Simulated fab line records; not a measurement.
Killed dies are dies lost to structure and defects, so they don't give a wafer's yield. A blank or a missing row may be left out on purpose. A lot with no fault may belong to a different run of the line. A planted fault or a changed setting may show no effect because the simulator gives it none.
Chamber matching | flow gf180mcu | GF_V4_CMP_26 on cmp-02: 4 sister chambers
The step polishes, stops on SiO2, t overpolish 15 s, target thk 0 nm. 8 wafers are shown with their chamber, then 8 later ones without.

== WAFERS, EACH WITH ITS CHAMBER ==
wafer  | chamber | motor-current-A (A) | time-to-endpoint-s (s)
L447.6 | 0       | 11.4                | 81
L448.6 | 1       | 11.3                | 86
L455.1 | 0       | 11.2                | 85
L455.5 | 3       | 10.1                | 87
L464.1 | 1       | 10.8                | 86
L464.2 | 2       | 13.3                | 85
L464.4 | 3       | 10.5                | 85
L465.1 | 2       | 12.4                | 84

== WAFERS MISSING THEIR CHAMBER ==
wafer  | motor-current-A (A) | time-to-endpoint-s (s)
L465.2 | 9.8                 | 82
L465.5 | 11.1                | 84
L466.2 | 11.3                | 87
L466.4 | 13.2                | 86
L466.5 | 11.1                | 82
L467.4 | 10.6                | 81
L467.5 | 11.1                | 86
L467.6 | 10.9                | 80

== THE CHAMBER EACH PASSED THROUGH ==
wafer  | from the rows above          | in truth
L465.2 | can't be placed: 3 or 0 or 1 | 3
L465.5 | can't be placed: 0 or 1 or 3 | 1
L466.2 | can't be placed: 1 or 0 or 3 | 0
L466.4 | 2                            | 2
L466.5 | can't be placed: 0 or 1      | 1
L467.4 | can't be placed: 0 or 3 or 1 | 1
L467.5 | can't be placed: 1 or 0 or 3 | 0
L467.6 | can't be placed: 0 or 1 or 3 | 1
Placed correctly: 1 of 8. Cannot be placed on the basis of these rows: 7; the candidates contain the true chamber in 7. Placed wrongly: 0.
How it was worked out, from the rows above alone: a wafer's distance from a chamber is the root of the sum, over the readings, of the square of ((its reading less the chamber's mean) divided by the reading's scatter). The wafer belongs to the nearest chamber; if the next one is less than 2 further off, it can't be placed. Each chamber's mean is taken over the wafers shown for it. How the scatter is found: for the shown wafers, subtract from each reading the mean of its chamber, square and add these, divide the total by (wafers less chambers), then take the root.
